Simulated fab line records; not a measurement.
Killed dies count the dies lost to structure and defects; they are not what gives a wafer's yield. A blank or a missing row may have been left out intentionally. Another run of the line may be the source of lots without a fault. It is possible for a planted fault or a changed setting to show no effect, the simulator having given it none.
The tool behind it: which one? -- flow gf180mcu -- 18 wafers sampled from 6 lots at 1 step of a route of 602

WHAT THE GAUGES SHOWED, per wafer
GF_VT_IMPLANT_RS_MEAS_47: measurement is done with a four-point probe.
lot,measured,on,NWELL_RS (ohm/sq)
L805,day 7 18:34,film metro-02,489.1 488.0 488.4
L808,day 8 15:29,film metro-02,486.0 485.6 485.8
L811,day 9 11:37,film metro-02,487.4 486.6 488.7
L813,day 10 04:37,film metro-01,488.9 489.5 488.6
L815,day 10 18:27,film metro-04,486.5 486.3 486.2
L820,day 12 00:46,film metro-01,489.8 488.9 490.0

EACH LOT AND THE TOOL THAT RAN IT (in order: tool; ch and the chambers of the sampled wafers; start)
The record shows no process step preceding these readings.

THE ANSWER, worked out from the rows above alone
Rule: the lots themselves supply what counts as usual. The widest of any qualifying gaps counts: lots, ordered by their means at a reading, are off when they make up no more than a third of the lots, leave a main group of 4 or more, and stand apart from it by 3 or more times the standard deviation of that group's means. A main group whose means are all the same, to the digits that the tables above print for the reading, isn't used. A lot without any number at a reading at which 4 lots or more have one is off too. Where the step has rows for the other lots, those lots are counted as sound.
Nothing can be told from this: no lot is off at any reading shown.

WHAT THE SIMULATOR HAD PUT IN
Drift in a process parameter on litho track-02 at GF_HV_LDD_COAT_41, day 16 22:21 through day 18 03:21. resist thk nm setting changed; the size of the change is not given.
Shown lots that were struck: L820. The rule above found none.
